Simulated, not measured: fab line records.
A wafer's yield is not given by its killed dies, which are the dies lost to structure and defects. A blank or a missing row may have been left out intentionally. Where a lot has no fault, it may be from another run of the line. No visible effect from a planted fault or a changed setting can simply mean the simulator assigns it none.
2 desks, one fault :: flow sky130 :: every desk sees just its own numbers, and what lay behind them comes last

## DESK OF THE TOOL OWNER: litho track-01
The tool's own readings at SKY_VT_ADJUST_NCORE_SOFTBAKE_03 (time 60 s): means of the sampled wafers that have a number, for each lot that ran on this tool. The brackets show how far a lot's mean lies from the usual mean; more than 4 standard deviations puts the lot out of limits, marked OUT.
Columns: A = heater power total W at SKY_VT_ADJUST_NCORE_SOFTBAKE_03, usual 56.59 W; B = run length s at SKY_VT_ADJUST_NCORE_SOFTBAKE_03, usual 89.16 s
lot: L841
first seen here: day 10 09:25
A: 56.58
B: 89.54

lot: L854
first seen here: day 13 18:10
A: 61.29 (+99 or more) OUT
B: 77.46 (-56) OUT

lot: L855
first seen here: day 13 20:08
A: 61.28 (+99 or more) OUT
B: 77.69 (-55) OUT

lot: L857
first seen here: day 14 15:40
A: 58.92 (+51) OUT
B: 83.47 (-27) OUT
This desk's finding: out of limits on L854, L855, L857; first on L854, day 13 18:10 (heater power total W at SKY_VT_ADJUST_NCORE_SOFTBAKE_03). L841: within limits.

## METROLOGY DESK
Lot by lot, what the gauges showed, no matter which tool ran the lot: averages of those sampled wafers that carry a number. The brackets show how far a lot's mean lies from the usual mean; more than 4 standard deviations puts the lot out of limits, marked OUT.
Columns: A = VT_ADJUST_LVTN_01_OVL at SKY_VT_ADJUST_LVTN_OVL_MEAS_18, usual 0.1 nm; B = VT_ADJUST_LVTN_2_TW at SKY_VT_ADJUST_LVTN_TW_MEAS_21, usual 188.0; C = cd nm at SKY_VT_ADJUST_NCORE_CD_MEAS_07, usual 380.1 nm
lot: L838
first seen here: day 8 10:28
A: 0.3
B: 189.8
C: 382.2

lot: L842
first seen here: day 9 19:52
A: -0.3
B: 187.3
C: 379.3

lot: L841
first seen here: day 9 22:22
A: -0.5
B: 187.1
C: 379.8

lot: L854
first seen here: day 13 05:01
A: 1.2
B: 185.8
C: 382.8

lot: L855
first seen here: day 13 07:23
A: -0.8
B: 186.1
C: 380.4

lot: L857
first seen here: day 14 02:13
A: 2.1
B: 189.7
C: 377.7

lot: L858
first seen here: day 14 03:28
A: 0.2
B: 189.0
C: 377.6
This desk's finding: nothing out of limits on any of the 7 lots.

## ALL TOGETHER
At day 13 18:10, on L854, L855, L857, the tool owner's desk was in a position to raise an alarm.
At the metrology desk, nothing out of limits was observed.
The metrology desk holds a record of L854, L855, L857, inside its limits.
All the named lots went through SKY_VT_ADJUST_NCORE_SOFTBAKE_03 on litho track-01.

## WHAT THE SIMULATOR PUT IN
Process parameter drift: litho track-01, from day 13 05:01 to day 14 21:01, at SKY_VT_ADJUST_NCORE_SOFTBAKE_03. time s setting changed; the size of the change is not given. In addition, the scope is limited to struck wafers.
Lots struck among those shown: L854, L855, L857.
Hours from the fault's start to each desk's first reading out of limits: the tool owner's desk, 13.
